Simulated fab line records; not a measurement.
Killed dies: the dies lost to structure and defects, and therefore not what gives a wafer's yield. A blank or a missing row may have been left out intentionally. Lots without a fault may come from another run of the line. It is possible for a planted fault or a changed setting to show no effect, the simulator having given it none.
One fault through the eyes of 2 desks | flow gf180mcu | only its own numbers are on each desk; what lay behind them is given at the end

## AT THE TOOL OWNER'S DESK: pvd sputter-04
The tool's own readings at GF_M2_SPUTTER_04 (material TiN, target thk 50 nm, time 41.7 s): means of the sampled wafers that have a number, for each lot that ran on this tool. If a lot's mean is further than 4 standard deviations from the usual mean, the lot is out of limits and carries the mark OUT (the distance appears in the brackets).
Columns: A = cathode dc power W at GF_M2_SPUTTER_04, usual 6500.1 W; B = chamber pressure pa at GF_M2_SPUTTER_04, usual 0.4000 Pa; C = throttle valve pct at GF_M2_SPUTTER_04, usual 29.9 %
lot  | first seen here | A      | B                | C
L348 | day 19 04:16    | 6499.8 | 0.4003           | 29.8
L349 | day 20 04:56    | 6500.3 | 0.3991           | 30.0
L351 | day 20 20:02    | 6499.7 | 0.3998           | 30.4
L360 | day 23 18:00    | 6499.8 | 0.3763 (-32) OUT | 30.7
L361 | day 23 20:17    | 6501.3 | 0.3760 (-32) OUT | 30.6
This desk's verdict: out of limits on L360, L361, starting with L360 at day 23 18:00 (chamber pressure pa at GF_M2_SPUTTER_04). Within limits: L348, L349, L351.

## THE METROLOGY DESK
Lot by lot, what the gauges showed, no matter which tool ran the lot: averages of those sampled wafers that carry a number. If a lot's mean is further than 4 standard deviations from the usual mean, the lot is out of limits and carries the mark OUT (the distance appears in the brackets).
Columns: A = cd nm at GF_V1_CD_MEAS_14, usual 260.1 nm; B = V1_OVL at GF_V1_OVL_MEAS_15, usual 3 nm
lot  | first seen here | A     | B
L345 | day 18 00:23    | 260.1 | 3
L346 | day 18 22:42    | 260.1 | 3
L348 | day 19 02:37    | 258.9 | 1
L349 | day 20 03:07    | 261.2 | 9
L351 | day 20 18:19    | 263.5 | 5
L352 | day 20 23:20    | 261.6 | 6
L353 | day 21 03:45    | 259.4 | 9
L356 | day 22 11:14    | 260.2 | -11
L360 | day 23 16:19    | 260.1 | 5
L361 | day 23 18:34    | 260.4 | 10
L366 | day 25 16:22    | 260.9 | 1
L367 | day 26 00:25    | 258.9 | 1
L368 | day 26 04:35    | 260.1 | 5
This desk found nothing out of limits on any of the 13 lots.

## ALL TOGETHER
An alarm could have come from the tool owner's desk at day 23 18:00, on L360, L361.
The metrology desk saw nothing out of limits.
The metrology desk holds a record of L360, L361, inside its limits.
Every lot named ran GF_M2_SPUTTER_04 on pvd sputter-04.

## WHAT THE SIMULATOR PUT IN
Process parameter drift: pvd sputter-04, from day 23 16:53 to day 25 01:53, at GF_M2_SPUTTER_04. From 0.4, the setting chamber pressure pa moved by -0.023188. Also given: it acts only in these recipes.
Lots struck among those shown: L360, L361.
Delay in hours, fault start to first out-of-limits reading, by desk: the tool owner's desk at 1.
